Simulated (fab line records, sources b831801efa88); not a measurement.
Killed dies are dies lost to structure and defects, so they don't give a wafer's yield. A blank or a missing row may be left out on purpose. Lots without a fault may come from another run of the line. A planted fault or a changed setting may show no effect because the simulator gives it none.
Which tool did it? | flow sky130 | 11 lots, 33 wafers sampled, at 5 steps of a route of 708

WHAT THE GAUGES READ, wafer by wafer
SKY_POLY_GATE_THK_MEAS_01. Usual: POLY_GATE_CVD_00_THK 180.3 nm, standard deviation 1.3.
lot  | measured     | on            | POLY_GATE_CVD_00_THK (nm)           | flag
L337 | day 14 04:37 | film_metro-03 | 179.4 180.2 181.2                   |
L338 | day 14 08:53 | film_metro-03 | 180.9 180.3 181.6                   |
L340 | day 15 13:34 | film_metro-02 | 181.2 181.4 183.1                   |
L342 | day 16 02:47 | film_metro-03 | 178.8 179.7 177.6                   |
L343 | day 16 02:49 | film_metro-04 | 179.8 179.6 178.5                   |
L344 | day 17 07:41 | film_metro-02 | 181.0 180.8 179.9                   |
L349 | day 18 22:00 | film_metro-03 | 156.1 155.5 154.0 156.1 155.5 154.1 | OFF
L351 | day 19 05:05 | film_metro-03 | 154.2 155.2 154.5 154.2 155.2 154.5 | OFF
L350 | day 19 06:16 | film_metro-04 | 154.1 154.4 156.1 154.0 154.3 156.2 | OFF
L359 | day 21 23:59 | film_metro-04 | 178.8 180.9 180.2                   |
L360 | day 22 04:31 | film_metro-02 | 182.3 182.3 182.4                   |

SKY_METAL2_CD_MEAS_15: target cd 140 nm. Usual: cd_nm 140.0 nm, standard deviation 1.4.
lot  | measured     | on        | cd_nm (nm)        | flag
L337 | day 35 13:52 | cd_sem-02 | 140.7 140.6 141.5 |
L338 | day 35 15:01 | cd_sem-02 | 138.9 139.7 138.5 |
L340 | day 36 20:05 | cd_sem-01 | 139.1 139.9 140.1 |
L342 | day 37 05:11 | cd_sem-02 | 140.4 138.7 139.4 |
L343 | day 37 06:14 | cd_sem-02 | 138.9 138.8 138.9 |
L344 | day 38 09:40 | cd_sem-02 | 141.0 139.9 142.1 |
L349 | day 39 16:46 | cd_sem-02 | 140.9 141.1 142.9 |
L351 | day 40 08:31 | cd_sem-01 | 142.1 140.8 142.6 |
L350 | day 40 10:04 | cd_sem-01 | 138.9 138.4 140.3 |
L359 | day 42 01:56 | cd_sem-02 | 142.4 141.9 143.8 |
L360 | day 42 05:05 | cd_sem-02 | 139.0 139.8 137.8 |

WHICH TOOL RAN EACH LOT (tool, then ch and the chambers of the sampled wafers, then the start)
lot  | SKY_POLY_GATE_CVD_00        | SKY_POLY_GATE_ETCH_17            | SKY_METAL2_SPUTTER_00
L337 | lpcvd-01 ch 0, day 14 03:25 | rie_si-01 ch 1,2,3, day 16 13:42 | pvd_sputter-03, day 34 10:43
L338 | lpcvd-01 ch 0, day 14 07:41 | rie_si-02 ch 1,2,3, day 16 16:18 | pvd_sputter-04, day 34 12:08
L340 | lpcvd-01 ch 1, day 15 12:22 | rie_si-02 ch 0,1,3, day 17 23:15 | pvd_sputter-03, day 35 17:53
L342 | lpcvd-01 ch 1, day 16 00:59 | rie_si-01 ch 0,3, day 18 11:29   | pvd_sputter-03, day 36 02:40
L343 | lpcvd-01 ch 0, day 16 00:59 | rie_si-01 ch 0,1, day 18 14:14   | pvd_sputter-04, day 36 03:04
L344 | lpcvd-01 ch 1, day 17 06:28 | rie_si-01 ch 1,2, day 19 23:03   | pvd_sputter-04, day 37 07:50
L349 | lpcvd-01 ch 0, day 18 20:48 | rie_si-01 ch 1,2, day 21 14:18   | pvd_sputter-03, day 38 15:13
L351 | lpcvd-01 ch 0, day 19 03:51 | rie_si-02 ch 0,1,2, day 21 21:44 | pvd_sputter-03, day 39 07:49
L350 | lpcvd-01 ch 0, day 19 05:03 | rie_si-01 ch 0,1,3, day 21 22:47 | pvd_sputter-04, day 39 09:05
L359 | lpcvd-01 ch 0, day 21 22:46 | rie_si-01 ch 0,3, day 24 15:26   | pvd_sputter-03, day 41 01:41
L360 | lpcvd-01 ch 1, day 22 03:19 | rie_si-02 ch 0,1, day 24 19:26   | pvd_sputter-04, day 41 04:46
- SKY_POLY_GATE_CVD_00: deposits poly-Si, target thk 180 nm, time 720 s.
- SKY_POLY_GATE_ETCH_17: etches poly-Si in HBr/Cl2, stops on SiO2, target depth 180 nm, time 70.5 s.
- SKY_METAL2_SPUTTER_00: material Ti, target thk 15 nm, time 10 s.

WHAT THE TOOLS THEMSELVES READ (means of the sampled wafers that have a number; where no wafer has one, the mark that the record gives instead)
SKY_POLY_GATE_CVD_00. Usual: spike_tc_centre_C 621.8 C, standard deviation 1.2.
lot  | tool     | spike_tc_centre_C (C) | flag
L337 | lpcvd-01 | 622.6                 |
L338 | lpcvd-01 | 622.5                 |
L340 | lpcvd-01 | 620.4                 |
L342 | lpcvd-01 | 621.2                 |
L343 | lpcvd-01 | 622.8                 |
L344 | lpcvd-01 | 620.8                 |
L349 | lpcvd-01 | 621.8                 |
L351 | lpcvd-01 | 621.5                 |
L350 | lpcvd-01 | 622.9                 |
L359 | lpcvd-01 | 623.4                 |
L360 | lpcvd-01 | 620.9                 |

SKY_POLY_GATE_ETCH_17. Usual: HBr_flow_sccm 150.0 sccm, standard deviation 0.46; drypump_motor_current_A 5.6 A, standard deviation 0.58; oes_product_au 0.989 a.u., standard deviation 0.0067; throttle_valve_pct 33.684 %, standard deviation 0.009.
lot  | tool      | HBr_flow_sccm (sccm) | drypump_motor_current_A (A) | oes_product_au (a.u.) | throttle_valve_pct (%) | flag
L337 | rie_si-01 | 150.1                | 5.9                         | 0.991                 | 33.686                 |
L338 | rie_si-02 | 150.5                | 5.7                         | 0.994                 | 33.676                 |
L340 | rie_si-02 | 150.3                | 5.4                         | 0.995                 | 33.692                 |
L342 | rie_si-01 | 149.8                | 5.8                         | 0.981                 | 33.683                 |
L343 | rie_si-01 | 149.6                | 5.9                         | 0.989                 | 33.682                 |
L344 | rie_si-01 | 150.5                | 5.7                         | 0.992                 | 33.681                 |
L349 | rie_si-01 | 150.2                | 5.9                         | 0.893                 | 33.675                 | OFF
L351 | rie_si-02 | 150.0                | 5.0                         | 0.892                 | 33.674                 | OFF
L350 | rie_si-01 | 149.8                | 5.9                         | 0.897                 | 33.676                 | OFF
L359 | rie_si-01 | 150.3                | 5.8                         | 0.986                 | 33.680                 |
L360 | rie_si-02 | 149.8                | 4.9                         | 0.999                 | 33.681                 |

SKY_METAL2_SPUTTER_00. Usual: throttle_valve_pct 29.9 %, standard deviation 1.2.
lot  | tool           | throttle_valve_pct (%) | flag
L337 | pvd_sputter-03 | 28.8                   |
L338 | pvd_sputter-04 | 30.2                   |
L340 | pvd_sputter-03 | 29.4                   |
L342 | pvd_sputter-03 | 29.3                   |
L343 | pvd_sputter-04 | 30.4                   |
L344 | pvd_sputter-04 | 30.6                   |
L349 | pvd_sputter-03 | 29.3                   |
L351 | pvd_sputter-03 | 30.0                   |
L350 | pvd_sputter-04 | 30.3                   |
L359 | pvd_sputter-03 | 29.0                   |
L360 | pvd_sputter-04 | 31.4                   |

THE ANSWER, worked out from the rows above alone
Rule: a lot is off if the mean of its wafers that have a number lies more than 3 standard deviations from the usual mean. A lot without any number at a reading at which 4 lots or more have one is off too. The other lots that the step has rows for count as sound. The gauges are gone through in route order, then the tools' own readings, and for those a lot's mean is taken as printed above. The first step at which some lot is off is used, and at that step the reading that is off furthest; a lot without a number counts as furthest.
Off: L349, L351, L350, at SKY_POLY_GATE_THK_MEAS_01 (POLY_GATE_CVD_00_THK).
A tool fits if, at a process step before that reading, it ran every lot that is off, and no sound lot after the first of them. The gauges at SKY_POLY_GATE_THK_MEAS_01 aren't tried: what is off there is off at SKY_POLY_GATE_ETCH_17 too, on other tools, and a gauge's error can't cause that. None of those tried fits.

WHAT THE SIMULATOR HAD PUT IN
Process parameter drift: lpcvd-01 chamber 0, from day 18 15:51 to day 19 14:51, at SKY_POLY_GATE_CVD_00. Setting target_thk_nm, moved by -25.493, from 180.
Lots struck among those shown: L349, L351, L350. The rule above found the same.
